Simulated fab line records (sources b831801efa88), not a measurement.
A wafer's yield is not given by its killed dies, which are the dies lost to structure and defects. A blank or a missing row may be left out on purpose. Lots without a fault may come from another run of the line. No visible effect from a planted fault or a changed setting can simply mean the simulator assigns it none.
Which of the tools did it? + flow gf180mcu + 13 lots, 39 wafers sampled, at 5 steps of a route of 602

== WHAT EACH GAUGE READ, for each wafer ==
GF_VT_IMPLANT_OVL_MEAS_07. Usual: VT_IMPLANT_OVL gives -0.4 nm (standard deviation 1.2).
| lot  | measured     | on         | VT_IMPLANT_OVL (nm) | flag |
|------|--------------|------------|---------------------|------|
| L991 | day 5 20:53  | overlay-02 | -1.2 -0.6 -0.7      |      |
| L992 | day 6 02:24  | overlay-01 | -2.7 -3.4 -2.3      |      |
| L994 | day 6 14:51  | overlay-01 | 1.0 0.4 -0.8        |      |
| L995 | day 6 22:27  | overlay-02 | -1.8 -1.1 -1.6      |      |
| L996 | day 7 02:23  | overlay-02 | -0.3 -1.7 -2.1      |      |
| L997 | day 7 11:35  | overlay-02 | -0.2 1.3 1.1        |      |
| L999 | day 8 00:18  | overlay-01 | -0.3 -1.8 -0.5      |      |
| L102 | day 8 18:30  | overlay-02 | 0.0 0.1 -1.9        |      |
| L103 | day 8 23:43  | overlay-01 | -1.1 1.6 1.1        |      |
| L105 | day 9 15:59  | overlay-02 | -0.8 -1.5 0.0       |      |
| L108 | day 10 08:29 | overlay-01 | 0.7 0.3 0.0         |      |
| L110 | day 10 22:01 | overlay-01 | 0.9 -0.4 -0.6       |      |
| L113 | day 11 14:42 | overlay-01 | 0.7 -0.2 -0.7       |      |

GF_VT_IMPLANT_OVL_MEAS_40. Usual: VT_IMPLANT_03_OVL gives -0.3 nm (standard deviation 1.3).
| lot  | measured     | on         | VT_IMPLANT_03_OVL (nm) | flag |
|------|--------------|------------|------------------------|------|
| L991 | day 7 19:24  | overlay-01 | 0.4 0.6 0.8            |      |
| L992 | day 8 01:14  | overlay-02 | 0.5 -0.4 -0.1          |      |
| L994 | day 8 15:56  | overlay-01 | -1.3 -1.0 0.6          |      |
| L995 | day 8 23:53  | overlay-02 | 0.6 1.1 0.7            |      |
| L996 | day 9 03:14  | overlay-01 | 2.0 0.4 1.0            |      |
| L997 | day 9 13:42  | overlay-02 | -2.0 -1.1 -0.7         |      |
| L999 | day 10 05:17 | overlay-01 | -0.5 -1.8 -0.4         |      |
| L102 | day 11 00:31 | overlay-01 | 1.3 0.1 0.9            |      |
| L103 | day 11 06:56 | overlay-02 | 0.3 -0.7 0.5           |      |
| L105 | day 11 22:56 | overlay-01 | 0.3 -0.4 0.5           |      |
| L108 | day 12 17:47 | overlay-02 | 1.2 -2.0 -1.2          |      |
| L110 | day 13 08:18 | overlay-01 | 0.4 0.3 0.2            |      |
| L113 | day 14 02:57 | overlay-02 | -0.8 -0.3 2.5          |      |

GF_VT_IMPLANT_RS_MEAS_46: measurement is done with a four-point probe. Usual: MVSD_RS gives 456.8 ohm/sq (standard deviation 1.2).
| lot  | measured     | on            | MVSD_RS (ohm/sq)  | flag |
|------|--------------|---------------|-------------------|------|
| L991 | day 7 19:53  | film metro-03 | 455.3 456.7 456.7 |      |
| L992 | day 8 01:45  | film metro-03 | 456.6 455.4 455.4 |      |
| L994 | day 8 16:26  | film metro-04 | 459.1 458.2 457.2 |      |
| L995 | day 9 00:23  | film metro-01 | 455.8 456.6 455.3 |      |
| L996 | day 9 03:44  | film metro-04 | 458.1 458.2 457.7 |      |
| L997 | day 9 14:11  | film metro-03 | 456.4 456.8 456.7 |      |
| L999 | day 10 05:53 | film metro-03 | 455.1 455.3 455.9 |      |
| L102 | day 11 01:02 | film metro-04 | 481.3 482.3 481.1 | OFF  |
| L103 | day 11 07:34 | film metro-04 | 457.4 456.2 457.5 |      |
| L105 | day 11 23:34 | film metro-04 | 482.3 483.1 482.0 | OFF  |
| L108 | day 12 18:26 | film metro-03 | 455.8 457.7 456.7 |      |
| L110 | day 13 08:49 | film metro-04 | 458.0 457.3 457.3 |      |
| L113 | day 14 03:28 | film metro-04 | 458.8 457.8 459.0 |      |

== WHICH TOOL RAN EACH LOT (tool, then ch and the chambers of the sampled wafers, then the start) ==
| lot  | GF_NWELL_STRIP_10                   | GF_MVSD_IMPLANT_08              |
|------|-------------------------------------|---------------------------------|
| L991 | plasma asher-02 ch 0,1, day 3 13:58 | implanter-01 ch 0, day 4 17:01  |
| L992 | plasma asher-03 ch 0,1, day 3 18:43 | implanter-01 ch 0, day 4 21:30  |
| L994 | plasma asher-03 ch 1, day 4 05:05   | implanter-01 ch 0, day 5 09:17  |
| L995 | plasma asher-02 ch 0,1, day 4 11:44 | implanter-02 ch 0, day 5 16:26  |
| L996 | plasma asher-04 ch 0, day 4 15:23   | implanter-02 ch 0, day 5 19:41  |
| L997 | plasma asher-02 ch 0,1, day 4 23:16 | implanter-01 ch 0, day 6 05:01  |
| L999 | plasma asher-02 ch 0, day 5 09:52   | implanter-02 ch 0, day 6 15:38  |
| L102 | plasma asher-03 ch 0,1, day 6 02:07 | implanter-01 ch 0, day 7 08:50  |
| L103 | plasma asher-04 ch 0,1, day 6 06:37 | implanter-02 ch 0, day 7 13:52  |
| L105 | plasma asher-04 ch 0,1, day 6 20:55 | implanter-01 ch 0, day 8 05:07  |
| L108 | plasma asher-02 ch 0,1, day 7 11:01 | implanter-02 ch 0, day 8 20:37  |
| L110 | plasma asher-02 ch 0,1, day 7 23:07 | implanter-03 ch 0, day 9 09:23  |
| L113 | plasma asher-03 ch 0,1, day 8 14:44 | implanter-02 ch 0, day 10 01:31 |
- GF_NWELL_STRIP_10: strips in O2/N2.
- GF_MVSD_IMPLANT_08

== AS READ BY THE TOOLS THEMSELVES (means over the sampled wafers that have a number; for cases with no such wafer, the mark the record gives instead) ==
GF_NWELL_STRIP_10. Usual: chamber pressure mTorr 1500.1 mTorr, standard deviation 1.2; drypump motor current A 5.92 A, standard deviation 0.29; heater power w 325 W, standard deviation 31; oes product au 0.722 a.u., standard deviation 0.0046; strip time to endpoint s 36.99 s, standard deviation 0.099.
| lot  | tool            | chamber pressure mTorr (mTorr) | drypump motor current A (A) | heater power w (W) | oes product au (a.u.) | strip time to endpoint s (s) | flag |
|------|-----------------|--------------------------------|-----------------------------|--------------------|-----------------------|------------------------------|------|
| L991 | plasma asher-02 | 1500.9                         | 6.10                        | 335                | 0.720                 | 37.01                        |      |
| L992 | plasma asher-03 | 1499.9                         | 6.04                        | 342                | 0.724                 | 37.04                        |      |
| L994 | plasma asher-03 | 1499.8                         | 6.16                        | 321                | 0.719                 | 37.14                        |      |
| L995 | plasma asher-02 | 1500.5                         | 6.16                        | 351                | 0.724                 | 37.02                        |      |
| L996 | plasma asher-04 | 1499.9                         | 5.35                        | 326                | 0.725                 | 36.85                        |      |
| L997 | plasma asher-02 | 1499.3                         | 6.16                        | 353                | 0.724                 | 36.87                        |      |
| L999 | plasma asher-02 | 1501.0                         | 6.21                        | 371                | 0.724                 | 36.89                        |      |
| L102 | plasma asher-03 | 1499.5                         | 6.00                        | 337                | 0.718                 | 37.03                        |      |
| L103 | plasma asher-04 | 1499.7                         | 5.64                        | 287                | 0.725                 | 36.91                        |      |
| L105 | plasma asher-04 | 1500.1                         | 5.51                        | 313                | 0.720                 | 37.05                        |      |
| L108 | plasma asher-02 | 1499.2                         | 6.10                        | 333                | 0.724                 | 37.03                        |      |
| L110 | plasma asher-02 | 1500.4                         | 6.12                        | 328                | 0.723                 | 37.03                        |      |
| L113 | plasma asher-03 | 1500.5                         | 6.08                        | 331                | 0.718                 | 36.84                        |      |

GF_MVSD_IMPLANT_08. Usual: beam energy keV 400.00, standard deviation 0.12.
| lot  | tool         | beam energy keV | flag |
|------|--------------|-----------------|------|
| L991 | implanter-01 | 400.02          |      |
| L992 | implanter-01 | 399.91          |      |
| L994 | implanter-01 | 400.04          |      |
| L995 | implanter-02 | 399.89          |      |
| L996 | implanter-02 | 400.05          |      |
| L997 | implanter-01 | 400.05          |      |
| L999 | implanter-02 | 399.90          |      |
| L102 | implanter-01 | 308.58          | OFF  |
| L103 | implanter-02 | 400.18          |      |
| L105 | implanter-01 | 308.45          | OFF  |
| L108 | implanter-02 | 400.13          |      |
| L110 | implanter-03 | 399.95          |      |
| L113 | implanter-02 | 400.05          |      |

== THE ANSWER, worked out from the rows above alone ==
Rule: a lot counts as off when the mean over its wafers that have a number is more than 3 standard deviations away from the usual mean. Also off: a lot with no number at a reading for which 4 or more lots have one. Any other lot the step has rows for is counted as sound. The gauges are gone through in route order, then the tools' own readings, and for those a lot's mean is taken as printed above. The first step at which some lot is off is used, and at that step the reading that is off furthest; a lot without a number counts as furthest.
Off: at GF_VT_IMPLANT_RS_MEAS_46 (MVSD_RS), L102, L105.
If a tool, at a process step before that reading, ran all the lots that are off and no sound lot after the first of them, it fits. Not tried: the gauges at GF_VT_IMPLANT_RS_MEAS_46; whatever is off there is also off at GF_MVSD_IMPLANT_08, on other tools, and gauge error can't account for it. One fits: implanter-01 at GF_MVSD_IMPLANT_08. Its last sound lot is L997 (day 6 05:01), its first lot that is off L102 (day 7 08:50): a fault that began between those two fits.
On the lots that are off, the tool's own readings at GF_MVSD_IMPLANT_08 differ by more than 5 times the standard deviation of the sound lots' means, which bears it out; beam energy keV reads 308.51 there versus 400.02 on the sound lots.

== WHAT THE SIMULATOR PUT IN ==
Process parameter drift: implanter-01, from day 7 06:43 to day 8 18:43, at GF_MVSD_IMPLANT_08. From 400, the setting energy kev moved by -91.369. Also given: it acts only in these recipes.
Struck lots among those shown: L102, L105. The same result came from the rule above.
